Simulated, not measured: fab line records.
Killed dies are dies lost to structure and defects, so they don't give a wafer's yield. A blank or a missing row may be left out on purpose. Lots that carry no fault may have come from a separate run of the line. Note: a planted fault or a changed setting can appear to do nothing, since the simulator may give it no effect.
fab line records	flow sky130
record lots=6	wafers=18	last_day=48
route steps=708 shown VT_ADJUST_HVTP@93 VT_ADJUST_LVTN@97 PAD_OPEN@708
lots with no fault: from the same line, run without faults
start_h: hours from the record's first day to the start of the lot's first wafer shown	wait_h: hours from the lot's prior step to this one	" as in the row above	L1.1+2: several wafers, shown together as one row	- no value, or no start was given	* or withheld: withheld	< > ~ a bound
route shown NAME@n: a module of which the file shows steps, and the number in the route of the first	usual: mean/standard deviation taken from wafers without a fault	same: alike in all rows	chamber/n: place in a boat	sites: the reading at each site	_std_site: standard deviation across them	_edge_site: mean of outer sites minus mean of inner sites	radius_mm: how far each site lies from the wafer's centre	mask NAME#n: copy n	behind: the last tool/chamber to shape the wafer	hold: reason for holding the lot/hours on hold/outcome of the hold	device: the transistor (n, p or np) that didn't switch	end of line: tests run on the same wafers once the route is complete	a step given without rows: its recipe and nothing more	killed: dies lost to structure and defects at the first sort, not the wafer's yield	map: the dies of a wafer, with x for killed, . for not killed, _ for no die there
set.NAME: the setting the step ran with; set.NAME@STEP: the setting that earlier step ran with	model.NAME: the simulator's own value behind a step, which no gauge read
a table for each step, a row for each wafer; lots at some steps of the route
services: from which hour (start_h, from the record's first day; less than 0 if before it) a tool's chamber was out of use, for how many hours, and why
## steps
# step SKY_VT_ADJUST_HVTP_OVL_MEAS_08
# usual VT_ADJUST_HVTP_OVL=0.1/1.3
lot.wafer	tool	chamber	start_h	wait_h	VT_ADJUST_HVTP_OVL[nm]
L558.2	overlay-01	-	138.20	0.1	-0.4
L558.3	"	-	"	"	0.8
L558.5	"	-	"	"	-1.3
L562.2	overlay-02	-	165.70	0.1	-3.3
L562.5	"	-	"	"	-2.8
L562.6	"	-	"	"	-2.1
L567.1	overlay-01	-	190.47	0.1	-1.1
L567.4	"	-	"	"	0.5
L567.6	"	-	"	"	-0.4
L569.1	overlay-01	-	198.45	0.1	-1.0
L569.3	"	-	"	"	0.2
L569.6	"	-	"	"	0.8
L571.2	overlay-01	-	209.25	0.1	0.0
L571.4	"	-	"	"	0.3
L571.6	"	-	"	"	0.3
L573.2	overlay-01	-	221.50	0.1	0.5
L573.3	"	-	"	"	1.0
L573.4	"	-	"	"	0.4
# step SKY_VT_ADJUST_HVTP_IMPLANT_09
# recipe species=As	energy_kev=150	dose_cm2=4.3e+12	tilt_deg=withheld
# step SKY_VT_ADJUST_HVTP_STRIP_10
# recipe chemistry=O2/N2	power_w=1400	pressure_mtorr=1500	platen_temp_c=withheld	o2_flow_sccm=3000	n2_flow_sccm=300	overash_fraction=0.5
# usual drypump_motor_current_A=5.77/0.23	oes_product_au=0.716/0.0043	strip_time_to_endpoint_s=14.20/0.04
lot.wafer	tool	chamber	start_h	wait_h	drypump_motor_current_A	oes_product_au	rf_hours_counter_h	strip_time_to_endpoint_s
L558.2	plasma_asher-01	1	138.38	0.1	5.35	0.724	2	14.20
L558.3	"	0	"	"	5.98	0.720	-	14.24
L558.5	"	0	"	"	5.96	0.706	-	14.18
L562.2	plasma_asher-02	1	165.88	0.1	5.69	0.711	49	14.20
L562.5	"	1	"	"	5.68	0.713	-	14.23
L562.6	"	0	"	"	5.62	0.713	-	14.23
L567.1	plasma_asher-01	0	190.66	0.1	5.96	0.718	8	14.25
L567.4	"	1	"	"	5.31	0.714	-	14.29
L567.6	"	1	"	"	5.30	0.714	-	14.23
L569.1	plasma_asher-02	0	198.63	0.1	5.65	0.721	52	14.19
L569.3	"	0	"	"	5.65	0.713	-	14.20
L569.6	"	0	"	"	5.65	0.724	-	14.20
L571.2	plasma_asher-02	0	209.43	0.1	5.64	0.718	53	14.19
L571.4	"	1	"	"	5.67	0.721	-	14.19
L571.6	"	1	"	"	5.69	0.713	-	14.22
L573.2	plasma_asher-02	1	221.68	0.1	5.66	0.715	54	14.14
L573.3	"	0	"	"	5.64	0.713	-	14.14
L573.4	"	1	"	"	5.66	0.713	-	14.12
# step SKY_VT_ADJUST_HVTP_TW_MEAS_11
# usual VT_ADJUST_HVTP_TW=1353/8.5
lot.wafer	tool	chamber	start_h	wait_h	VT_ADJUST_HVTP_TW
L558.2	film_metro-03	-	138.49	0.1	1352
L558.3	"	-	"	"	1347
L558.5	"	-	"	"	1347
L562.2	film_metro-01	-	165.99	0.1	1356
L562.5	"	-	"	"	1346
L562.6	"	-	"	"	1354
L567.1	film_metro-03	-	190.76	0.1	1356
L567.4	"	-	"	"	1354
L567.6	"	-	"	"	1357
L569.1	film_metro-03	-	198.73	0.1	1351
L569.3	"	-	"	"	1345
L569.6	"	-	"	"	1348
L571.2	film_metro-01	-	209.54	0.1	1350
L571.4	"	-	"	"	1358
L571.6	"	-	"	"	1341
L573.2	film_metro-01	-	221.79	0.1	1352
L573.3	"	-	"	"	1341
L573.4	"	-	"	"	1354
# step SKY_VT_ADJUST_LVTN_DEHYDRATE_00
# recipe temp_c=200	time_s=60
# step SKY_VT_ADJUST_LVTN_HMDS_01
# recipe prime_time_s=60	prime_temp_c=120
# step SKY_VT_ADJUST_LVTN_COAT_02
# recipe spin_rpm=2000	resist_thk_nm=3000
# step SKY_VT_ADJUST_LVTN_SOFTBAKE_03
# recipe temp_c=110	time_s=withheld
# step SKY_VT_ADJUST_LVTN_EXPOSE_04
# recipe mask_id=NWM_COMPLEMENT_LESS_NATIVE	na=0.6	source_shape=conventional	sigma_outer=0.6	polarization=unpolarized	target_cd_nm=840	dose_mj=194
# step SKY_VT_ADJUST_LVTN_PEB_05
# recipe temp_c=115	time_s=withheld
# step SKY_VT_ADJUST_LVTN_DEVELOP_06
# recipe wall_angle_deg=90	developer=TMAH	develop_time_s=60	dev_temp_c=23
# step SKY_VT_ADJUST_LVTN_OVL_MEAS_07
# usual VT_ADJUST_LVTN_OVL=0.7/1.2
lot.wafer	tool	chamber	start_h	wait_h	VT_ADJUST_LVTN_OVL[nm]
L558.2	overlay-01	-	156.92	-	1.4
L558.3	"	-	"	"	-0.9
L558.5	"	-	"	"	0.1
L562.2	overlay-01	-	186.03	-	-1.4
L562.5	"	-	"	"	-0.4
L562.6	"	-	"	"	-0.6
L567.1	overlay-02	-	210.87	-	1.5
L567.4	"	-	"	"	-0.2
L567.6	"	-	"	"	1.2
L569.1	overlay-01	-	219.77	-	0.5
L569.3	"	-	"	"	-0.4
L569.6	"	-	"	"	2.2
L571.2	overlay-01	-	231.98	-	-0.5
L571.4	"	-	"	"	-0.2
L571.6	"	-	"	"	-0.6
L573.2	overlay-02	-	243.68	-	0.5
L573.3	"	-	"	"	0.2
L573.4	"	-	"	"	0.0
# step SKY_VT_ADJUST_LVTN_IMPLANT_08
# recipe species=B	energy_kev=30	dose_cm2=1.57e+12	tilt_deg=withheld
# usual dose_ions_cm2=1.5694e+12/1.8e+09	faraday_current_uA=8.84/0.18
lot.wafer	tool	chamber	start_h	wait_h	dose_ions_cm2	faraday_current_uA
L558.2	implanter-01	0	156.98	0.0	1.5714e+12	9.26
L558.3	"	0	"	"	1.5672e+12	8.60
L558.5	"	0	"	"	1.568e+12	9.03
L562.2	implanter-04	0	186.08	0.0	1.5702e+12	8.74
L562.5	"	0	"	"	1.5695e+12	8.73
L562.6	"	0	"	"	1.5714e+12	8.65
L567.1	implanter-01	0	210.90	0.0	1.555e+11	0.92
L567.4	"	0	"	"	1.557e+11	0.88
L567.6	"	0	"	"	1.537e+11	0.89
L569.1	implanter-01	0	219.81	0.0	1.526e+11	0.91
L569.3	"	0	"	"	1.556e+11	0.90
L569.6	"	0	"	"	1.538e+11	0.90
L571.2	implanter-04	0	232.03	0.0	1.5668e+12	8.86
L571.4	"	0	"	"	1.5694e+12	8.73
L571.6	"	0	"	"	1.5688e+12	8.81
L573.2	implanter-02	0	243.73	0.0	1.5665e+12	8.98
L573.3	"	0	"	"	1.5667e+12	8.95
L573.4	"	0	"	"	1.5674e+12	9.02
# step SKY_VT_ADJUST_LVTN_STRIP_09
# recipe chemistry=O2/N2	power_w=1400	pressure_mtorr=1500	platen_temp_c=withheld	o2_flow_sccm=3000	n2_flow_sccm=300	overash_fraction=0.5
# usual drypump_motor_current_A=5.8/0.53	oes_product_au=0.723/0.0043	strip_time_to_endpoint_s=36.95/0.11
lot.wafer	tool	chamber	start_h	wait_h	drypump_motor_current_A	oes_product_au	rf_hours_counter_h	strip_time_to_endpoint_s
L558.2	plasma_asher-01	0	157.10	0.1	6.0	0.729	4	36.85
L558.3	"	1	"	"	5.4	0.723	-	36.75
L558.5	"	0	"	"	6.0	0.721	-	36.77
L562.2	plasma_asher-01	0	186.21	0.1	6.0	0.728	8	37.02
L562.5	"	1	"	"	5.3	0.725	-	36.91
L562.6	"	0	"	"	6.0	0.713	-	36.93
L567.1	plasma_asher-03	0	211.05	0.1	6.1	0.728	50	37.08
L567.4	"	1	"	"	5.8	0.720	-	37.15
L567.6	"	1	"	"	5.8	0.726	-	37.09
L569.1	plasma_asher-01	0	219.96	0.1	5.9	0.721	11	36.64
L569.3	"	0	"	"	6.0	0.717	-	36.83
L569.6	"	0	"	"	6.0	0.719	-	36.74
L571.2	plasma_asher-04	1	232.16	0.1	5.0	0.724	41	37.07
L571.4	"	1	"	"	5.0	0.730	-	37.01
L571.6	"	0	"	"	6.7	0.719	-	37.11
L573.2	plasma_asher-03	1	243.86	0.1	5.8	0.720	53	37.06
L573.3	"	1	"	"	5.8	0.727	-	37.07
L573.4	"	0	"	"	6.1	0.722	-	36.96
# step SKY_VT_ADJUST_LVTN_TW_MEAS_10
# usual VT_ADJUST_LVTN_TW=242.0/1.7
lot.wafer	tool	chamber	start_h	wait_h	VT_ADJUST_LVTN_TW
L558.2	film_metro-02	-	157.21	0.1	242.3
L558.3	"	-	"	"	242.1
L558.5	"	-	"	"	241.7
L562.2	film_metro-04	-	186.32	0.1	243.0
L562.5	"	-	"	"	243.9
L562.6	"	-	"	"	242.7
L567.1	film_metro-02	-	211.15	0.1	130.0
L567.4	"	-	"	"	128.7
L567.6	"	-	"	"	131.6
L569.1	film_metro-03	-	220.06	0.1	127.1
L569.3	"	-	"	"	125.5
L569.6	"	-	"	"	128.5
L571.2	film_metro-02	-	232.27	0.1	244.1
L571.4	"	-	"	"	242.3
L571.6	"	-	"	"	242.8
L573.2	film_metro-04	-	243.97	0.1	243.0
L573.3	"	-	"	"	241.9
L573.4	"	-	"	"	242.3
# step SKY_VT_ADJUST_LVTN_DEHYDRATE_11
# recipe temp_c=200	time_s=60
# step SKY_PAD_OPEN_PROBE_99
# usual killed_at_M0_to_M3=42/6.1	killed_at_M4_up=3.3/1.7	killed_at_contacts=25/5.4	killed_at_front_end=16/4.6	killed_at_other=0.4/0.55	killed_dies=87/8.8	killed_open=47/7.1	killed_short=40/5.8
# same gross_dies=492	killed_at_back_side=0
lot.wafer	tool	chamber	start_h	wait_h	killed_at_M0_to_M3	killed_at_M4_up	killed_at_contacts	killed_at_front_end	killed_at_other	killed_dies	killed_open	killed_short	model.etest.nfet_01v8_lvt.drive_ua_um	model.etest.nfet_01v8.drive_ua_um	model.etest.nfet_01v8_turned.drive_ua_um	model.etest.nfet_01v8_swapped.drive_ua_um	model.etest.sram_nfet_pass.off_log10_a_um	model.etest.nfet_01v8_swapped.off_log10_a_um	model.etest.nfet_01v8_turned.off_log10_a_um	model.etest.nfet_01v8.off_log10_a_um
L558.2	prober-01	-	1091.63	0.1	50	2	17	22	2	93	51	41	550	482.2	483.5	487.6	-12.76	-13.45	-13.38	-13.29
L558.3	prober-01	-	1091.68	0.2	50	3	18	18	1	90	50	39	550.6	483.9	482.6	481.3	-12.93	-13.56	-13.37	-13.35
L558.5	prober-01	-	1091.78	0.2	51	1	23	18	1	94	50	44	551.4	481.7	483.2	486	-12.77	-13.37	-13.41	-13.3
L562.2	prober-02	-	1115.94	0.1	25	1	30	18	0	74	41	32	559.9	492.7	488.2	491.3	-12.46	-13.38	-13.32	-13.35
L562.5	prober-02	-	1116.09	0.2	45	5	23	23	1	97	56	41	571.6	503.4	501.8	502.1	-12.92	-13.39	-13.45	-13.37
L562.6	prober-02	-	1116.14	0.2	45	1	38	16	1	101	53	46	582.8	509.8	516.5	512.9	-12.58	-13.31	-13.28	-13.34
L567.1	prober-02	-	1138.55	0.1	45	4	35	19	1	104	58	45	619.7	526.3	525.1	527.8	-12.39	-13.11	-13.12	-13.1
L567.4	prober-02	-	1138.70	0.2	52	0	34	9	0	95	55	40	620.1	533.8	542	533.4	-12.11	-13.02	-13.01	-12.95
L567.6	prober-02	-	1138.80	0.2	50	5	20	17	0	92	50	42	612.9	532.1	531.1	531.2	-12.15	-13.1	-13.09	-13.07
L569.1	prober-01	-	1142.29	0.1	38	1	33	18	1	91	48	43	609.5	530.8	526.9	528.4	-12.17	-13.02	-13	-12.96
L569.3	prober-01	-	1142.39	0.2	41	6	30	4	0	81	49	32	598.6	516	517.8	519.6	-12.33	-13.06	-12.99	-12.97
L569.6	prober-01	-	1142.54	0.2	43	3	31	21	0	98	56	42	613.8	526.4	522.8	523.5	-12.19	-13	-12.96	-12.93
L571.2	prober-01	-	1152.99	0.1	51	4	28	14	0	97	50	47	584.2	517.5	520	516.9	-12.54	-13.32	-13.34	-13.2
L571.4	prober-01	-	1153.09	0.2	43	5	19	15	0	82	43	38	587	510	511.3	512.6	-12.69	-13.4	-13.44	-13.27
L571.6	prober-01	-	1153.19	0.2	44	4	17	17	0	82	42	38	577.9	506.3	512.9	508.2	-12.99	-13.42	-13.42	-13.37
L573.2	prober-02	-	1155.73	0.1	40	3	32	11	1	87	55	32	553.5	481.7	481.8	480.1	-12.78	-13.36	-13.43	-13.45
L573.3	prober-02	-	1155.78	0.2	47	2	27	19	0	95	56	39	559	489.4	490.5	489	-12.9	-13.45	-13.35	-13.44
L573.4	prober-02	-	1155.83	0.2	23	2	28	12	0	65	33	32	550.9	488.6	488.5	486.4	-12.85	-13.4	-13.33	-13.39
# killed by level:class
L558.2 VIA1:geometric_particle:open=10 FIELD_ISO:geometric_particle:open=8 VIA3:geometric_particle:open=8 VIA2:geometric_particle:open=8 FIELD_ISO:geometric_particle:short=6 LI_CONTACT:geometric_particle:open=6 METAL2:geometric_particle:short=6 METAL1:geometric_particle:short=5
L558.3 VIA1:geometric_particle:open=13 VIA1:geometric_particle:short=8 VIA2:geometric_particle:open=8 VIA3:geometric_particle:open=6 FIELD_ISO:geometric_particle:short=5 LI_CONTACT:geometric_particle:open=5 CONTACT:geometric_particle:short=5 FIELD_ISO:geometric_particle:open=4
L558.5 VIA1:geometric_particle:open=14 CONTACT:geometric_particle:open=8 VIA1:geometric_particle:short=8 LI_CONTACT:geometric_particle:open=7 VIA3:geometric_particle:open=7 METAL1:geometric_particle:short=7 METAL2:geometric_particle:short=6 FIELD_ISO:geometric_particle:short=4
L562.2 CONTACT:geometric_particle:open=12 VIA1:geometric_particle:open=9 LI_CONTACT:geometric_particle:open=6 LI_CONTACT:geometric_particle:short=5 CONTACT:geometric_particle:short=5 VIA2:geometric_particle:open=5 POLY_GATE:geometric_particle:short=4 FIELD_ISO:geometric_particle:short=3
L562.5 VIA1:geometric_particle:open=11 LI_CONTACT:geometric_particle:open=10 CONTACT:geometric_particle:open=9 POLY_GATE:geometric_particle:short=8 VIA2:geometric_particle:open=8 VIA3:geometric_particle:open=7 FIELD_ISO:geometric_particle:open=5 VIA1:geometric_particle:short=5
L562.6 LI_CONTACT:geometric_particle:open=12 VIA1:geometric_particle:open=12 CONTACT:geometric_particle:open=9 VIA2:geometric_particle:open=7 LOCAL_INTERCONNECT:geometric_particle:short=6 METAL2:geometric_particle:short=6 POLY_GATE:geometric_particle:open=5 LI_CONTACT:geometric_particle:short=5
L567.1 VIA1:geometric_particle:open=13 CONTACT:geometric_particle:short=10 LI_CONTACT:geometric_particle:open=10 CONTACT:geometric_particle:open=9 VIA3:geometric_particle:open=6 FIELD_ISO:geometric_particle:open=5 POLY_GATE:geometric_particle:open=5 VIA2:geometric_particle:open=5
L567.4 CONTACT:geometric_particle:open=15 VIA1:geometric_particle:short=9 VIA2:geometric_particle:open=8 LI_CONTACT:geometric_particle:open=7 VIA1:geometric_particle:open=7 METAL1:geometric_particle:short=6 VIA3:geometric_particle:open=6 LOCAL_INTERCONNECT:geometric_particle:short=5
L567.6 VIA1:geometric_particle:open=10 CONTACT:geometric_particle:open=9 METAL1:geometric_particle:short=8 METAL2:geometric_particle:short=8 VIA2:geometric_particle:open=7 FIELD_ISO:geometric_particle:open=6 LI_CONTACT:geometric_particle:open=5 METAL4:geometric_particle:short=5
L569.1 CONTACT:geometric_particle:open=12 LI_CONTACT:geometric_particle:open=9 METAL2:geometric_particle:short=9 VIA1:geometric_particle:open=5 VIA1:geometric_particle:short=5 FIELD_ISO:geometric_particle:short=4 POLY_GATE:geometric_particle:open=4 POLY_GATE:geometric_particle:short=4
L569.3 VIA1:geometric_particle:open=11 LI_CONTACT:geometric_particle:open=9 VIA3:geometric_particle:open=7 LOCAL_INTERCONNECT:geometric_particle:short=6 CONTACT:geometric_particle:open=6 METAL1:geometric_particle:short=6 LI_CONTACT:geometric_particle:short=4 METAL2:geometric_particle:short=4
L569.6 LI_CONTACT:geometric_particle:open=12 CONTACT:geometric_particle:open=12 VIA1:geometric_particle:open=11 POLY_GATE:geometric_particle:short=7 POLY_GATE:geometric_particle:open=6 METAL2:geometric_particle:short=5 VIA3:geometric_particle:short=5 METAL1:geometric_particle:short=4
L571.2 CONTACT:geometric_particle:open=11 POLY_GATE:geometric_particle:short=8 LI_CONTACT:geometric_particle:open=8 METAL1:geometric_particle:short=8 METAL2:geometric_particle:short=8 VIA1:geometric_particle:open=8 VIA3:geometric_particle:open=7 VIA1:geometric_particle:short=6
L571.4 VIA1:geometric_particle:open=10 LI_CONTACT:geometric_particle:open=7 VIA3:geometric_particle:open=7 VIA2:geometric_particle:open=7 POLY_GATE:geometric_particle:short=5 CONTACT:geometric_particle:open=5 METAL1:geometric_particle:short=5 VIA1:geometric_particle:short=4
L571.6 VIA1:geometric_particle:open=9 VIA3:geometric_particle:open=6 METAL2:geometric_particle:short=5 VIA1:geometric_particle:short=5 LI_CONTACT:geometric_particle:open=4 POLY_GATE:geometric_particle:short=4 LOCAL_INTERCONNECT:geometric_particle:short=4 VIA2:geometric_particle:open=4
L573.2 CONTACT:geometric_particle:open=18 LI_CONTACT:geometric_particle:open=8 VIA1:geometric_particle:open=8 VIA2:geometric_particle:open=7 METAL1:geometric_particle:short=5 VIA3:geometric_particle:open=5 METAL2:geometric_particle:short=4 FIELD_ISO:geometric_particle:short=3
L573.3 CONTACT:geometric_particle:open=13 VIA2:geometric_particle:open=9 VIA3:geometric_particle:open=7 VIA1:geometric_particle:open=7 METAL1:geometric_particle:short=6 LI_CONTACT:geometric_particle:short=6 POLY_GATE:geometric_particle:short=5 LI_CONTACT:geometric_particle:open=5
L573.4 CONTACT:geometric_particle:open=10 LI_CONTACT:geometric_particle:open=5 LOCAL_INTERCONNECT:geometric_particle:short=5 CONTACT:geometric_particle:short=5 POLY_GATE:geometric_particle:short=4 VIA1:geometric_particle:open=4 METAL2:geometric_particle:short=4 VIA2:geometric_particle:open=4
## services
tool	chamber	start_h	hours	kind
plasma_asher-01	0	117.82	-	clean
plasma_asher-01	1	117.82	-	clean
plasma_asher-04	-	141.15	17.4	repair
implanter-02	-	155.68	3.0	pm
plasma_asher-02	-	157.39	2.8	pm
plasma_asher-02	-	162.48	1.5	repair
plasma_asher-02	-	171.59	9.2	repair
implanter-02	-	192.57	25.5	pm
implanter-04	-	218.72	1.7	repair
implanter-01	-	226.56	8.4	repair
implanter-02	-	229.01	5.2	pm
implanter-04	-	236.87	34.9	repair
implanter-04	-	237.35	1.1	repair
## key
first_sign step=SKY_VT_ADJUST_LVTN_IMPLANT_08	reading=dose_ions_cm2	direction=down	sigmas=99+	usual=*	struck=*
effect step=SKY_VT_ADJUST_LVTN_IMPLANT_08	reading=faraday_current_uA	direction=down	sigmas=45	usual=8.84	struck=0.90
effect step=SKY_VT_ADJUST_LVTN_TW_MEAS_10	reading=VT_ADJUST_LVTN_TW	direction=down	sigmas=69	usual=242.0	struck=128.6
model_effect step=SKY_PAD_OPEN_PROBE_99	value=etest.nfet_01v8_lvt.drive_ua_um	without=568.2	struck=612.4
met_at SKY_VT_ADJUST_LVTN_IMPLANT_08
struck_wafers L567.1,L567.4,L567.6,L569.1,L569.3,L569.6
tester_left_out L567,L569
onset_between 156.98 210.90
fault kind=process_parameter_drift	tool=implanter-01	chamber=-	onset_h=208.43	steps=SKY_VT_ADJUST_LVTN_IMPLANT_08	channel=dose_cm2	offset=*	shape=step	end_h=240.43	acts_in=*	stated=*
# tester_left_out: of these lots the tester's yield and bins aren't shown, on N5 and GAA mostly nor the transistor test; their killed dies are dies lost to structure and defects alone, not to doping, threshold or leakage, so they don't give the yield
